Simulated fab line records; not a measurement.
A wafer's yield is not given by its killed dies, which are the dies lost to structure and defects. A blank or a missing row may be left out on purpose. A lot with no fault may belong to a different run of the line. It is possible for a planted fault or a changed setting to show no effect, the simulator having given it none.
A struck lot beside a sound one | flow sky130 | 19 steps out of a route of 708
Sound: wafers L821.1, L821.3, L821.5. Struck: wafer L822.6 (left out: L822.2, a lot-mate that was not struck); the cause follows at the end.
For every step that has rows: the tool of each side, followed by ch and its chambers, followed by its first start. Under that, the readings that differ: sound wafers | struck wafers | difference of the means | sigmas: that difference in standard deviations of wafers without a fault.
alike: readings whose means differ by less than 2 such deviations, and words and numbers that are the same on both sides. not compared: withheld readings, readings that some wafer has no value for, bounds like >300 that may hide the same value, and numbers for which the record gives no deviation and whose values overlap.
A row with sigmas, a row that says differs or no value, or rows on one side alone: a step with any of these is where the two part. When numbers do not overlap yet have no deviation, they are printed without sigmas and do not part them. A reading missing from all wafers of one side parts the sides only when that side holds two or more wafers.

SKY_METAL4_STRIP_19: strips in O2/N2.
  sound on plasma_asher-03 ch 0,1, day 44 11:20; struck on plasma_asher-01 ch 1, day 44 13:11
  alike: drypump_motor_current_A, oes_product_au, strip_time_to_endpoint_s
  not compared: rf_hours_counter_h
then, 4 steps without rows for these wafers: SKY_METAL4_STRIP_20 (strips in post etch residue remover, time 1200 s); SKY_METAL4_CLEAN_21 (cleans in IPA, time 180 s); SKY_METAL4_CLEAN_22 (cleans in O3/DIW); SKY_VIA4_HDPCVD_00 (deposits SiO2, target thk 1750 nm, time 291.7 s).
SKY_VIA4_THK_MEAS_01:
  sound on film_metro-04 at day 44 12:12; struck on film_metro-02 at day 44 14:02
  alike: VIA4_HDPCVD_THK
SKY_VIA4_CMP_02: polishes SiO2.
  sound on cmp-01 ch 2,3, day 44 12:23; struck on cmp-01 ch 0, day 44 14:20
  alike: motor_current_A
SKY_VIA4_BOW_MEAS_03:
  sound on film_metro-01 at day 44 12:41; struck on film_metro-02 at day 44 14:37
  alike: VIA4_BOW
then, 4 steps without rows for these wafers: SKY_VIA4_DEHYDRATE_04 (time 60 s); SKY_VIA4_HMDS_05 (prime time 60 s); SKY_VIA4_COAT_06 (resist thk 1140 nm); SKY_VIA4_SOFTBAKE_07 (time 60 s).
SKY_VIA4_EXPOSE_08: exposes mask VIM4, target cd 800 nm.
  sound on iline_stepper-02 ch 0, day 45 01:07; struck on iline_stepper-01 ch 0, day 45 02:59
  alike: mask, exposure_dose_mJ_cm2
then, 2 steps without rows for these wafers: SKY_VIA4_PEB_09; SKY_VIA4_DEVELOP_10 (develop time 60 s).
SKY_VIA4_OVL_MEAS_11:
  sound on overlay-01 at day 45 11:54; struck on overlay-02 at day 45 14:03
  alike: VIA4_OVL
SKY_VIA4_ETCH_12: etches SiO2 in C4F8/O2/Ar, stops on TiN, target depth 580 nm.
  sound on rie_diel-03 ch 0,2, day 45 11:56; struck on rie_diel-03 ch 1, day 45 14:05
  reading               | sound           | struck | difference | sigmas
  model.VIA4.cd_nm (nm) | 800.7 802.2 800 | 823.1  | +22.1      |
  alike: oes_product_au
SKY_VIA4_STRIP_13: strips in O2/N2.
  sound on plasma_asher-04 ch 0,1, day 45 12:00; struck on plasma_asher-04 ch 0, day 45 14:10
  alike: drypump_motor_current_A, oes_product_au, strip_time_to_endpoint_s
  not compared: rf_hours_counter_h
-- the record jumps here: 3 days lie between the struck wafers' starts before and after (it left off in module VIA4 and takes up again in module PAD_OPEN, whose first step shown is number 708 of the route) --
SKY_PAD_OPEN_PROBE_99:
  sound on prober-01 at day 48 11:36; struck on prober-02 at day 48 12:17
  reading                       | sound                | struck | difference | sigmas
  model.etest.via4_chain.rc_ohm | 0.7709 0.8015 0.7815 | 0.753  | -0.032     |
  alike: defect_limited_yield, killed_at_M0_to_M3, killed_at_M4_up, killed_at_contacts, killed_at_front_end, killed_at_other, killed_dies, killed_open, killed_short, sort_bin_3_pad_short, sort_bin_5_function, sort_bin_6_memory, sort_n_pass, sort_yield_pct

WHERE THEY PART
Nowhere in this record.

WHY: what had been put in by the simulator
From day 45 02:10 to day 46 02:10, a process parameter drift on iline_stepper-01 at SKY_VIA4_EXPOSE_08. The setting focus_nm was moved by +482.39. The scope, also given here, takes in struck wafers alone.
